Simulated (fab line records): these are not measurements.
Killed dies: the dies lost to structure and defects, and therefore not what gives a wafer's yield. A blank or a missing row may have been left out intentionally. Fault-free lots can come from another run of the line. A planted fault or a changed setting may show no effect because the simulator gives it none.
Which tool is to blame? ; flow gf180mcu ; 12 lots with 36 wafers sampled at 5 steps, on a route of 602 steps

## WHAT EACH GAUGE READ, for each wafer
GF_M4_THK_MEAS_06: measures by xrf. Usual: M4_ALCU_THK 441 nm, standard deviation 5.4.
lot;measured;on;M4_ALCU_THK (nm);flag
L371;day 22 15:20;film-metro-01;440 440 438;
L372;day 22 22:08;film-metro-01;440 432 438;
L373;day 23 00:47;film-metro-04;440 441 442;
L374;day 23 10:14;film-metro-03;449 443 445;
L375;day 23 13:59;film-metro-01;445 436 440;
L377;day 24 20:47;film-metro-03;442 441 444;
L380;day 25 23:03;film-metro-04;438 435 437;
L382;day 26 04:46;film-metro-04;445 443 443;
L381;day 26 06:25;film-metro-04;444 442 444;
L383;day 26 10:01;film-metro-04;450 449 452;
L387;day 27 21:40;film-metro-04;442 444 445;
L389;day 28 14:43;film-metro-04;439 443 446;

GF_PASSIVATION_THK_MEAS_01. Usual: PASSIVATION_CVD_00_THK 995 nm, standard deviation 12.
lot;measured;on;PASSIVATION_CVD_00_THK (nm);flag
L371;day 28 05:54;film-metro-01;986 1003 993;
L372;day 28 12:04;film-metro-01;985 992 991;
L373;day 28 15:09;film-metro-01;991 996 1009;
L374;day 28 21:58;film-metro-03;989 1007 1005;
L375;day 29 00:47;film-metro-01;997 980 1000;
L377;day 30 04:02;film-metro-03;993 973 1001;
L380;day 31 04:02;film-metro-02;982 1007 997;
L382;day 31 08:01;film-metro-02;981 969 876;OFF
L381;day 31 09:01;film-metro-03;986 987 1009;
L383;day 31 12:13;film-metro-01;990 996 888;OFF
L387;day 32 16:32;film-metro-03;979 974 998;
L389;day 33 07:11;film-metro-02;996 993 1017;

## TOOL THAT RAN EACH LOT (tool first, then ch and the chambers of the sampled wafers, then the start)
lot;GF_V4_CMP_04;GF_V5_STRIP_18;GF_PASSIVATION_CVD_00
L371;cmp-01 ch 0,1,2, day 23 14:41;plasma-asher-04 ch 0,1, day 27 07:40;pecvd-04 ch 0,2, day 28 05:48
L372;cmp-02 ch 0,1, day 23 21:53;plasma-asher-01 ch 0,1, day 27 13:43;pecvd-02 ch 0,2, day 28 11:59
L373;cmp-01 ch 0,2,3, day 24 00:07;plasma-asher-01 ch 0,1, day 27 16:41;pecvd-02 ch 0,2, day 28 15:04
L374;cmp-01 ch 1,3, day 24 09:34;plasma-asher-01 ch 0,1, day 28 00:02;pecvd-02 ch 0,1,2, day 28 21:53
L375;cmp-01 ch 0,2,3, day 24 12:50;plasma-asher-04 ch 0,1, day 28 03:17;pecvd-02 ch 0,1,2, day 29 00:41
L377;cmp-02 ch 0,1,2, day 25 18:57;plasma-asher-03 ch 0,1, day 29 06:44;pecvd-04 ch 1,2, day 30 03:57
L380;cmp-01 ch 0,1,3, day 26 20:59;plasma-asher-03 ch 0,1, day 30 07:41;pecvd-01 ch 0,1,2, day 31 03:56
L382;cmp-02 ch 0,1,3, day 27 02:18;plasma-asher-03 ch 0,1, day 30 11:23;pecvd-02 ch 0,1,2, day 31 07:56
L381;cmp-01 ch 1,2,3, day 27 04:02;plasma-asher-01 ch 0,1, day 30 12:50;pecvd-01 ch 1,2, day 31 08:56
L383;cmp-01 ch 2,3, day 27 07:35;plasma-asher-03 ch 0,1, day 30 16:07;pecvd-02 ch 0,1,2, day 31 12:08
L387;cmp-02 ch 0,1, day 28 17:36;plasma-asher-03 ch 0,1, day 31 22:11;pecvd-04 ch 0,2, day 32 16:27
L389;cmp-02 ch 1,2,3, day 29 11:10;plasma-asher-01 ch 0,1, day 32 13:11;pecvd-01 ch 0,1,2, day 33 07:06
- GF_V4_CMP_04: polishes SiO2.
- GF_V5_STRIP_18: strips in O2/N2.
- GF_PASSIVATION_CVD_00: deposits SiO2 from TEOS, target thk 1000 nm, time 111.95 s.

## WHAT THE TOOLS THEMSELVES READ (means of the sampled wafers that have a number; where no wafer has one, the mark that the record gives instead)
GF_V4_CMP_04. Usual: motor-current-A 11.7 A, standard deviation 1.5; slurry-flow-ml-min 150.0, standard deviation 0.47; time-to-endpoint-s 85 s, standard deviation 5.6.
lot;tool;motor-current-A (A);slurry-flow-ml-min;time-to-endpoint-s (s);flag
L371;cmp-01;12.6;150.0;87;
L372;cmp-02;10.4;149.7;90;
L373;cmp-01;12.1;149.8;77;
L374;cmp-01;11.3;150.5;84;
L375;cmp-01;11.8;150.4;84;
L377;cmp-02;11.6;150.1;80;
L380;cmp-01;11.9;150.1;90;
L382;cmp-02;10.5;150.4;83;
L381;cmp-01;12.3;149.8;82;
L383;cmp-01;12.2;150.1;88;
L387;cmp-02;9.8;149.5;85;
L389;cmp-02;11.7;149.9;86;

GF_V5_STRIP_18. Usual: drypump-motor-current-A 5.6 A, standard deviation 0.34; heater-power-w 337 W, standard deviation 21; oes-product-au 0.568 a.u., standard deviation 0.0051.
lot;tool;drypump-motor-current-A (A);heater-power-w (W);oes-product-au (a.u.);flag
L371;plasma-asher-04;5.6;322;0.564;
L372;plasma-asher-01;5.9;334;0.563;
L373;plasma-asher-01;5.8;344;0.568;
L374;plasma-asher-01;5.9;333;0.563;
L375;plasma-asher-04;5.6;317;0.564;
L377;plasma-asher-03;5.6;349;0.565;
L380;plasma-asher-03;5.6;345;0.567;
L382;plasma-asher-03;5.5;348;0.566;
L381;plasma-asher-01;5.8;341;0.574;
L383;plasma-asher-03;5.5;353;0.567;
L387;plasma-asher-03;5.8;360;0.569;
L389;plasma-asher-01;5.9;336;0.568;

GF_PASSIVATION_CVD_00. Usual: heater-power-w 630 W, standard deviation 76; run-length-s 140.0 s, standard deviation 0.54.
lot;tool;heater-power-w (W);run-length-s (s);flag
L371;pecvd-04;701;140.3;
L372;pecvd-02;687;140.0;
L373;pecvd-02;645;139.5;
L374;pecvd-02;649;139.6;
L375;pecvd-02;624;139.6;
L377;pecvd-04;685;140.5;
L380;pecvd-01;647;140.0;
L382;pecvd-02;644;135.2;OFF
L381;pecvd-01;637;139.7;
L383;pecvd-02;556;135.5;OFF
L387;pecvd-04;706;140.6;
L389;pecvd-01;604;140.2;

## THE ANSWER, worked out from the rows above alone
Rule: a lot counts as off when the mean over its wafers that have a number is more than 3 standard deviations away from the usual mean. Also off: a lot with no number at a reading for which 4 or more lots have one. All remaining lots with rows at the step are treated as sound. First the gauges in route order, then the tools' own readings, where a lot's mean is used as printed above. At the first step where some lot is off, the reading lying furthest off is the one used; lots without a number count as furthest.
Off: L382, L383, seen at GF_PASSIVATION_THK_MEAS_01 (PASSIVATION_CVD_00_THK).
If a tool, at a process step before that reading, ran all the lots that are off and no sound lot after the first of them, it fits. The gauges at GF_PASSIVATION_THK_MEAS_01 aren't tried: what is off there is off at GF_PASSIVATION_CVD_00 too, on other tools, and a gauge's error can't cause that. One fits: GF_PASSIVATION_CVD_00 on pecvd-02. Its last sound lot is L375 (day 29 00:41), its first lot that is off L382 (day 31 07:56): a fault that began between those two fits.
The tool's own readings at GF_PASSIVATION_CVD_00 bear it out: on the lots that are off they differ by more than 5 times the standard deviation of the sound lots' means. run-length-s reads 135.3 s there against 140.0 s on the sound lots.

## WHAT THE SIMULATOR HAD PUT IN
pecvd-02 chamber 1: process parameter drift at GF_PASSIVATION_CVD_00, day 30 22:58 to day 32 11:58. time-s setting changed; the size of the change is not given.
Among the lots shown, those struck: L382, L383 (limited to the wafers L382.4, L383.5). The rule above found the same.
